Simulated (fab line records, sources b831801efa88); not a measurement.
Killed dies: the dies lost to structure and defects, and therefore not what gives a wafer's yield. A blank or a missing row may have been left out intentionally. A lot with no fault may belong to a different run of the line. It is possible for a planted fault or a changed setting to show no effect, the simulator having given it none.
Problem report, 8D (eight disciplines) form, completed by code :: flow sky130 :: the parts of the form that need people (team, actions taken, sign-off) are left out

## 1. THE PROBLEM
At SKY_METAL2_SPUTTER_03, chamberPressurePa averages 0.2979 Pa over 6 wafers from 2 lots, while fault-free wafers read 0.4000 Pa, standard deviation 0.00085. So: -99 or more standard deviations from the usual mean.
The step: material Ti, target thk 5 nm, time 3.3 s.
First observed at day 37 13:01: wafer L634.2, on pvdSputter-04. Wafers with a number at this step in the record: 36, from 12 lots. Rule for "out", or "out of limits": more than 4 standard deviations from the usual mean. The rest of the wafers with a number are treated as sound.

## 2. WHAT THIS IS AND IS NOT
question: which readings at this step
is: chamberPressurePa
is not: -

question: which lots
is: L634, L635
is not: L625, L626, L631, L632, L636, L642, L644, L645, L646, L647

question: which wafers of those lots
is: all that have a number
is not: -

question: read on which tools
is: pvdSputter-04
is not: pvdSputter-01, pvdSputter-03

question: when
is: from day 37 13:01
is not: up to then (12 sound wafers); but 18 sound wafers of L636, L642, L644, L645, L646, L647 came after

## 3. WHAT RULES OUT EACH SUSPECT
Counting: a tool stays on the suspect list if, at a process step up to the reading, it processed all lots that are out and no sound lot following the first of them.
- rieMetal-04 at SKY_METAL1_DESCUM_17 (chemistry O2, time 8 s): ruled out as a lasting fault. After its first lot that is out, L634 (day 36 08:18), sound lots L645 ran on it.
- rieDiel-02 at SKY_VIA1_ETCH_14 (etches BARC in N2/H2, stops on SiO2, time 45.9 s, target depth 60 nm): kept. It processed each lot that is out, first L634 at day 37 11:35, and no sound lot thereafter; up to then, the last sound lot it processed was L631 at day 36 01:26.
- pvdSputter-04 at SKY_METAL2_SPUTTER_03 (material Ti, target thk 5 nm, time 3.3 s): ruled out as a lasting fault. After its first lot that is out, L634 (day 37 13:01), sound lots L645 ran on it.
Left after counting: rieDiel-02 at SKY_VIA1_ETCH_14.

## 4. THE CAUSE (what the simulator had put in)
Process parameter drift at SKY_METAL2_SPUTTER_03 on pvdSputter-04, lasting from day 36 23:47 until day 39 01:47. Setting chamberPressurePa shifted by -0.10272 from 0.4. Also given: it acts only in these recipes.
Counting ruled it out, wrongly.

## 5. THE CHAIN OF EFFECTS, in route order
Each row: a reading whose mean over the struck wafers that have a number lies more than 3 standard deviations from the usual. Only readings for which the record gives a usual standard deviation are gone through. hours: the time from each lot's start at the first step in this table that gives one to its start at this step, as a median over the lots. sigmas: the change in usual standard deviations.
hours: 0
step: SKY_METAL2_SPUTTER_03
reading: chamberPressurePa
usual: 0.4000 Pa
on struck wafers: 0.2979
change: -0.1021
sigmas: -99 or more

hours: 0
step: SKY_METAL2_SPUTTER_03
reading: throttleValvePct
usual: 29.8 %
on struck wafers: 34.3
change: +4.5
sigmas: +4.5
Its process steps:
- SKY_METAL2_SPUTTER_03: material Ti, target thk 5 nm, time 3.3 s.

## 6. WHAT WOULD HAVE CAUGHT IT SOONER
The fault began at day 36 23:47; the first out-of-limits reading in this record came at day 37 13:01, 13 hours later.
